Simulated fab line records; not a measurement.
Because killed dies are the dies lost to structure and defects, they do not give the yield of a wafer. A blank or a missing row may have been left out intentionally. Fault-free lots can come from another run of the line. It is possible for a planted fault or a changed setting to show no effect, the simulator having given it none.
What tool caused it? | flow gf180mcu | 6 lots with 18 wafers sampled at 3 steps, on a route of 602 steps

WHAT THE GAUGES READ, wafer by wafer
GF_SALICIDE_RS_MEAS_04: a four-point-probe measurement.
lot  | measured     | on           | SALICIDE_TIN_RS (ohm/sq)
L611 | day 17 02:10 | filmMetro-04 | 16.41 16.10 16.55
L613 | day 17 19:47 | filmMetro-04 | 16.50 16.23 16.21
L619 | day 19 23:23 | filmMetro-04 | 58.05 57.77 57.16 58.00 57.74 57.14
L621 | day 20 17:09 | filmMetro-02 | 58.72 60.40 59.23 58.71 60.22 59.01
L626 | day 22 04:14 | filmMetro-04 | 15.92 16.04 15.83
L628 | day 23 01:05 | filmMetro-01 | 16.38 16.44 16.16

WHAT TOOL EACH LOT RAN ON (gives the tool, then ch and the chambers of the sampled wafers, and finally the start)
lot  | GF_SAB_STRIP_13                     | GF_SALICIDE_SPUTTER_02
L611 | plasmaAsher-03 ch 0,1, day 17 01:55 | pvdSputter-03, day 17 02:04
L613 | plasmaAsher-01 ch 0,1, day 17 19:32 | pvdSputter-01, day 17 19:41
L619 | plasmaAsher-03 ch 0,1, day 19 23:08 | pvdSputter-01, day 19 23:20
L621 | plasmaAsher-01 ch 0,1, day 20 16:55 | pvdSputter-03, day 20 17:06
L626 | plasmaAsher-01 ch 0, day 22 03:59   | pvdSputter-03, day 22 04:11
L628 | plasmaAsher-01 ch 0,1, day 23 00:51 | pvdSputter-02, day 23 01:02
- GF_SAB_STRIP_13: strips in O2/N2.
- GF_SALICIDE_SPUTTER_02: material Co, target thk 10 nm, time 20 s.

THE ANSWER, worked out from the rows above alone
Rule: usual is defined by the lots themselves. Put in order of their means at a reading, lots are off if they are a third of the lots or fewer, leave a main group of 4 or more, and stand apart from it by a gap of 3 or more times the standard deviation of the main group's means; of several such gaps the widest counts. A main group whose means are all the same, to the digits that the tables above print for the reading, isn't used. Also off: a lot with no number at a reading for which 4 or more lots have one. The other lots that the step has rows for count as sound.
Off: L619, L621, seen at GF_SALICIDE_RS_MEAS_04 (SALICIDE_TIN_RS). The main group has a mean of 16.23 ohm/sq with a standard deviation of 0.17.
If a tool, at a process step before that reading, ran all the lots that are off and no sound lot after the first of them, it fits. Those tools and the gauges at GF_SALICIDE_RS_MEAS_04 are tried in the same way. Not one of the candidates tried fits.

WHAT HAD BEEN PUT IN BY THE SIMULATOR
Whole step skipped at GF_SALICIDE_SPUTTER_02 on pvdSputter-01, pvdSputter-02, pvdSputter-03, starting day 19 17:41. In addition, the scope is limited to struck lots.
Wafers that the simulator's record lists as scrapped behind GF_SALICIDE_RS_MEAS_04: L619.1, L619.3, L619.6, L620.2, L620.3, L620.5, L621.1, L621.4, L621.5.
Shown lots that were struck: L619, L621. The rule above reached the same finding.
